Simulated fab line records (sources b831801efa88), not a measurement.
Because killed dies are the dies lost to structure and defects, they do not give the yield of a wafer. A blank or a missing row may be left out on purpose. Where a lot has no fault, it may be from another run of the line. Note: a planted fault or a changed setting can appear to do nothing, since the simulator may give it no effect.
Matching of chambers -- flow sky130 -- 4 sister chambers for SKY_CONTACT_CMP_04 on cmp-01
The step polishes SiO2. 16 wafers are shown with their chamber, then 8 later ones without.

WAFERS WITH THEIR CHAMBER
wafer,chamber,motor_current_A (A),time_to_endpoint_s (s)
L144.3,0,12.1,88
L144.5,3,13.0,76
L144.6,0,12.4,81
L145.1,1,13.0,91
L145.2,3,13.4,81
L145.5,1,13.2,85
L147.1,0,11.8,78
L147.4,2,13.3,82
L147.5,1,13.3,88
L148.1,2,12.9,83
L148.2,3,12.1,77
L148.5,3,13.8,78
L151.1,2,13.0,85
L151.4,3,13.4,85
L151.6,3,13.1,82
L155.1,0,11.8,89

SIGNATURES (averages over the wafers above)
reading,chamber 0,chamber 1,chamber 2,chamber 3,scatter within a chamber
motor_current_A,12.025,13.167,13.067,13.133,0.414
time_to_endpoint_s,84.00,88.00,83.33,79.83,3.74
Rule: for each reading, subtract the chamber's mean from the wafer's reading, divide by that reading's scatter and square the result; add these up over the readings and take the root, which gives the wafer's distance from the chamber. The wafer belongs to the nearest chamber; if the next one is less than 2 further off, it can't be placed. How the scatter is found: for the shown wafers, subtract from each reading the mean of its chamber, square and add these, divide the total by (wafers less chambers), then take the root.

WAFERS WITH NO CHAMBER GIVEN
wafer,motor_current_A (A),time_to_endpoint_s (s)
L155.2,13.1,87
L155.3,13.0,95
L165.3,13.2,82
L165.4,13.9,85
L165.5,12.9,92
L167.2,12.3,89
L167.3,13.7,83
L167.4,13.0,81

CHAMBER TAKEN BY EACH
wafer,from the rows above,in truth
L155.2,can't be placed: 1 or 2 or 3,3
L155.3,can't be placed: 1 or 2 or 0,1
L165.3,can't be placed: 2 or 3 or 1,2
L165.4,can't be placed: 1 or 2 or 3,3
L165.5,can't be placed: 1 or 2 or 0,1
L167.2,can't be placed: 0 or 1 or 2 or 3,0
L167.3,can't be placed: 2 or 3 or 1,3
L167.4,can't be placed: 3 or 2 or 1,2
Placed correctly: 0 of 8. From these rows, 8 cannot be placed; in 8 the true chamber is one of the candidates. Number placed wrongly: 0.
